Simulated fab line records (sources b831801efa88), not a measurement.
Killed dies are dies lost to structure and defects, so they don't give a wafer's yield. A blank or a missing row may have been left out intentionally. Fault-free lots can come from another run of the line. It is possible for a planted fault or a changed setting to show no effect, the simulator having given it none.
A single fault, viewed from 2 desks    flow sky130    only its own numbers are on each desk; what lay behind them is given at the end

AT THE TOOL OWNER'S DESK: krfScanner-02
The tool's own readings at SKY_VIA3_EXPOSE_09 (exposes mask VIM3, target cd 200 nm): means of the sampled wafers that have a number, for each lot that ran on this tool. Marked OUT: a lot whose mean sits more than 4 standard deviations from the usual mean, which makes it out of limits; the brackets give that distance.
Columns: A = stageVelMmS at SKY_VIA3_EXPOSE_09, usual 499.97 mm/s
lot   first seen here  A
L697  day 40 15:23     499.89
L704  day 42 21:55     500.16
L701  day 43 04:17     499.69
L705  day 43 05:37     500.10
L700  day 43 07:26     499.98
L706  day 43 09:08     499.73
L708  day 43 09:14     500.15
L710  day 43 17:20     499.82
Finding of this desk: none of the 8 lots has anything out of limits.

THE METROLOGY DESK
Means of the sampled wafers that have a number, per lot and without regard to the tool the lot ran on: this is what the gauges read. Marked OUT: a lot whose mean sits more than 4 standard deviations from the usual mean, which makes it out of limits; the brackets give that distance.
Columns: A = cdNm at SKY_METAL3_CD_MEAS_13, usual 300.5 nm; B = cdNm at SKY_VIA3_CD_MEAS_12, usual 200.2 nm; C = VIA3_OVL at SKY_VIA3_OVL_MEAS_13, usual 0 nm
lot   first seen here  A      B                C
L695  day 39 00:40     301.7  199.4            2
L694  day 39 04:46     298.1  201.2            -1
L696  day 39 23:37     300.4  201.0            1
L697  day 40 00:11     301.9  198.8            -8
L699  day 40 04:08     297.8  199.2            -2
L698  day 40 12:44     300.1  201.0            -1
L704  day 42 07:28     299.5  201.0            0
L702  day 42 11:34     301.4  200.2            1
L701  day 42 14:54     298.8  200.4            -3
L705  day 42 16:23     299.4  201.5            -2
L707  day 42 17:38     299.6  200.0            3
L700  day 42 18:02     300.9  198.4            -2
L706  day 42 19:30     301.3  185.4 (-11) OUT  -6
L708  day 42 19:50     301.2  170.0 (-23) OUT  -6
L710  day 43 02:53     300.5  170.2 (-23) OUT  9
Finding of this desk: L706, L708, L710 out of limits; the first was L706 at day 43 21:28, on cdNm at SKY_VIA3_CD_MEAS_12. In limits: L695, L694, L696, L697, L699, L698, L704, L702, L701, L705, L707, L700.

PUT TOGETHER
On L706, L708, L710, the metrology desk was in a position to raise an alarm at day 43 21:28.
The tool owner's desk saw nothing out of limits.
The tool owner's desk has L706, L708, L710 on record, within its limits.
Of the lots named, all ran SKY_VIA3_EXPOSE_09 on krfScanner-02.

WHAT WAS PUT IN BY THE SIMULATOR
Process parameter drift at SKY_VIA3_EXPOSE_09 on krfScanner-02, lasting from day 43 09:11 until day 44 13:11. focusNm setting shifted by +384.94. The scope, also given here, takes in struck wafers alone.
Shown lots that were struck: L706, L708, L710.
Delay in hours, fault start to first out-of-limits reading, per desk: metrology desk 12.
